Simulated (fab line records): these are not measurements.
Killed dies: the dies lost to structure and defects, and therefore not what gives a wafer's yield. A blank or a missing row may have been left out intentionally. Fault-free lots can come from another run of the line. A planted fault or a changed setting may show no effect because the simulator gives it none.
A lot that was struck, set against a sound lot -- flow sky130 -- 37 out of 708 route steps
Sound: wafers L484.1, L484.3, L484.6. Struck: wafer L473.2 (L473.3, L473.5, from the same lot, were not struck and are left out); the cause is given at the end.
For every step that has rows: the tool of each side, followed by ch and its chambers, followed by its first start. Under that, the readings that differ: sound wafers -- struck wafers -- difference of the means -- sigmas: that difference in standard deviations of wafers without a fault.
alike: a reading whose means differ by less than 2 such deviations, as well as words and numbers matching on both sides. not compared: withheld readings; readings where some wafer has no value; bounds like >300 that might hide an equal value; numbers whose values overlap and for which the record gives no deviation.
A row with sigmas, a row that says differs or no value, or rows on one side alone: a step with any of these is where the two part. Numbers that don't overlap but have no deviation are shown without sigmas and don't part them. Lack of a reading on every wafer of one side parts them only where that side has two or more wafers.

first, 10 steps without rows for these wafers: SKY_VIA2_CLEAN_18 (cleans in IPA, time 180 s); SKY_VIA2_CLEAN_19 (cleans in O3/DIW); SKY_VIA2_SPUTTER_20 (material TiN, target thk 20 nm, time 80 s); SKY_VIA2_CVD_21 (deposits W, target thk 420 nm, time 126.4 s); SKY_VIA2_CMP_24 (polishes, stops on SiO2, t overpolish 20 s, target thk 0 nm); SKY_METAL3_SPUTTER_00 (material Ti, target thk 15 nm, time 10 s); SKY_METAL3_SPUTTER_01 (material TiN, target thk 20 nm, time 16.7 s); SKY_METAL3_SPUTTER_02 (material AlCu, target thk 735 nm, time 39.1 s); SKY_METAL3_SPUTTER_03 (material Ti, target thk 5 nm, time 3.3 s); SKY_METAL3_SPUTTER_04 (material TiN, target thk 70 nm, time 58.3 s).
SKY_CAPM_CVD_00: deposits SiO2, target thk 15.5 nm.
  sound on pecvd-02 ch 0,1, day 42 14:35; struck on pecvd-01 ch 0, day 39 23:05
reading,sound,struck,difference,sigmas
heater_power_w (W),762 644 761,955,+233,+2
model.SiO2_of_CAPM_CVD_00.thk_nm (nm),15.38 15.36 15.69,18.08,+2.60,
SKY_CAPM_THK_MEAS_01:
  sound on film_metro-02, day 42 14:37; struck on film_metro-02, day 39 23:07
reading,sound,struck,difference,sigmas
CAPM_CVD_00_THK (nm),15.45 15.35 15.69,18.11,+2.61,+11
then, 23 steps without rows for these wafers: SKY_CAPM_SPUTTER_02 (material TiN, target thk 200 nm, time 166.7 s); SKY_CAPM_DEHYDRATE_05 (time 60 s); SKY_CAPM_HMDS_06 (prime time 60 s); SKY_CAPM_COAT_07 (resist thk 1140 nm); SKY_CAPM_SOFTBAKE_08 (time 60 s); SKY_CAPM_EXPOSE_09 (exposes mask CAPM, target cd 1000 nm); SKY_CAPM_PEB_10; SKY_CAPM_DEVELOP_11 (develop time 60 s); SKY_CAPM_METAL_ETCH_13 (etches TiN in Cl2/BCl3, stops on SiO2, target depth 220 nm, time 62.9 s); SKY_CAPM_STRIP_14 (strips in O2/N2); SKY_CAPM_STRIP_15 (strips in post etch residue remover, time 1200 s); SKY_CAPM_CLEAN_16 (cleans in IPA, time 180 s); SKY_CAPM_CLEAN_17 (cleans in O3/DIW); SKY_METAL3_DEHYDRATE_05 (time 60 s); SKY_METAL3_HMDS_06 (prime time 60 s); SKY_METAL3_COAT_07 (resist thk 60 nm); SKY_METAL3_COAT_08 (resist thk 1140 nm); SKY_METAL3_SOFTBAKE_09 (time 90 s); SKY_METAL3_EXPOSE_10 (exposes mask MM3, target cd 300 nm); SKY_METAL3_PEB_11; SKY_METAL3_DEVELOP_12 (develop time 60 s); SKY_METAL3_DESCUM_15 (chemistry O2, time 8 s); SKY_METAL3_ETCH_16 (etches BARC in N2/H2, stops on SiO2, time 88.2 s, target depth 60 nm).
SKY_METAL3_ETCH_17: etches SiO2 in C4F8/O2/Ar, stops on TiN, time 3.9 s, target depth 15 nm.
  sound on rie_diel-04 ch 0,2,3, day 44 14:09; struck on rie_diel-03 ch 1, day 41 22:30
reading,sound,struck,difference,sigmas
oes_product_au (a.u.),0.750 0.760 0.763,0.820,+0.062,+9
  not compared: rf_hours_counter_h
-- the record jumps here: 7 days lie between the struck wafers' starts before and after (it left off in module METAL3 and takes up again in module PAD_OPEN, whose first step shown is number 708 of the route) --
SKY_PAD_OPEN_PROBE_99:
  sound on prober-01, day 50 16:55; struck on prober-01, day 48 17:35
reading,sound,struck,difference,sigmas
model.etest.cap_mim.bv_v (V),13.63 13.67 14.43,16.08,+2.17,
model.etest.cap_mim.leak_log10_a_cm2,-8.954 -9.244 -8.923,-9.612,-0.572,
model.etest.cap_mim.c_ff_um2,2.367 2.391 2.314,2.017,-0.340,
  alike: defect_limited_yield, killed_at_M0_to_M3, killed_at_M4_up, killed_at_contacts, killed_at_front_end, killed_at_other, killed_dies, killed_on_rim, killed_open, killed_short, sort_bin_3_pad_short, sort_bin_5_function, sort_bin_6_memory, sort_n_pass, sort_yield_pct

## WHERE THEY PART
Earliest at SKY_CAPM_CVD_00; latest, in this record, at SKY_METAL3_ETCH_17. Later steps at which nothing parts them and some readings are alike: SKY_PAD_OPEN_PROBE_99.

WHY: the cause the simulator had injected
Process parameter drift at SKY_CAPM_CVD_00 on pecvd-01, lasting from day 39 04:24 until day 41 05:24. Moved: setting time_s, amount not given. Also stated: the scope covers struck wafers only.
